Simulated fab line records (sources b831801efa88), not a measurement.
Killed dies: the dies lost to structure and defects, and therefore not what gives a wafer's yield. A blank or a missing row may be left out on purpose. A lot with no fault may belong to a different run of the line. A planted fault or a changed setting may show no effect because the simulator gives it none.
Which tool did it?	flow sky130	Sampling: 10 lots, 30 wafers, 2 of 708 route steps

## WHAT THE GAUGES READ, wafer by wafer
SKY_CAPM_RS_MEAS_03: measurement is done with a four-point probe.
lot	measured	on	CAPM_TIN_RS (ohm/sq)
L953	day 37 12:41	film metro-03	6.91 6.84 6.91
L955	day 37 19:05	film metro-03	6.84 6.88 6.77
L956	day 38 03:45	film metro-03	6.93 6.85 6.88
L957	day 39 00:11	film metro-04	6.91 6.82 6.94
L965	day 40 17:50	film metro-04	9.90 6.89 6.88
L966	day 40 20:32	film metro-04	6.84 9.83 6.88
L971	day 42 05:58	film metro-03	6.90 6.90 6.97
L972	day 42 09:43	film metro-02	6.86 6.93 6.93
L973	day 42 13:33	film metro-04	6.92 6.83 6.86
L974	day 42 17:25	film metro-02	6.80 6.90 6.93

## WHICH TOOL RAN EACH LOT (tool, then ch and the chambers of the sampled wafers, then the start)
lot	SKY_CAPM_SPUTTER_02
L953	pvd sputter-01, day 37 12:32
L955	pvd sputter-01, day 37 18:57
L956	pvd sputter-01, day 38 03:35
L957	pvd sputter-01, day 39 00:05
L965	pvd sputter-03, day 40 17:41
L966	pvd sputter-03, day 40 20:25
L971	pvd sputter-01, day 42 05:47
L972	pvd sputter-01, day 42 09:34
L973	pvd sputter-04, day 42 13:25
L974	pvd sputter-01, day 42 17:19
- SKY_CAPM_SPUTTER_02: material TiN, target thk 200 nm, time 166.7 s.

## THE ANSWER, worked out from the rows above alone
Rule: the usual values come from the lots themselves. Put in order of their means at a reading, lots are off if they are a third of the lots or fewer, leave a main group of 4 or more, and stand apart from it by a gap of 3 or more times the standard deviation of the main group's means; of several such gaps the widest counts. A main group whose means are all the same, to the digits that the tables above print for the reading, isn't used. A lot without any number at a reading at which 4 lots or more have one is off too. Where the step has rows for the other lots, those lots are counted as sound.
Off: at SKY_CAPM_RS_MEAS_03 (CAPM_TIN_RS), L965, L966. The main group has a mean of 6.88 ohm/sq with a standard deviation of 0.026.
A tool fits if, at a process step before that reading, it ran every lot that is off, and no sound lot after the first of them. The gauges at SKY_CAPM_RS_MEAS_03 are tried like those tools. One candidate fits, namely pvd sputter-03 at SKY_CAPM_SPUTTER_02. It ran no sound lot before its first lot that is off in this sample, so the start can't be narrowed down.

## WHAT THE SIMULATOR PUT IN
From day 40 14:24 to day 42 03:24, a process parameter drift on pvd sputter-03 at SKY_CAPM_SPUTTER_02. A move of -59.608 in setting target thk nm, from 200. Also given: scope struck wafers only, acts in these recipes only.
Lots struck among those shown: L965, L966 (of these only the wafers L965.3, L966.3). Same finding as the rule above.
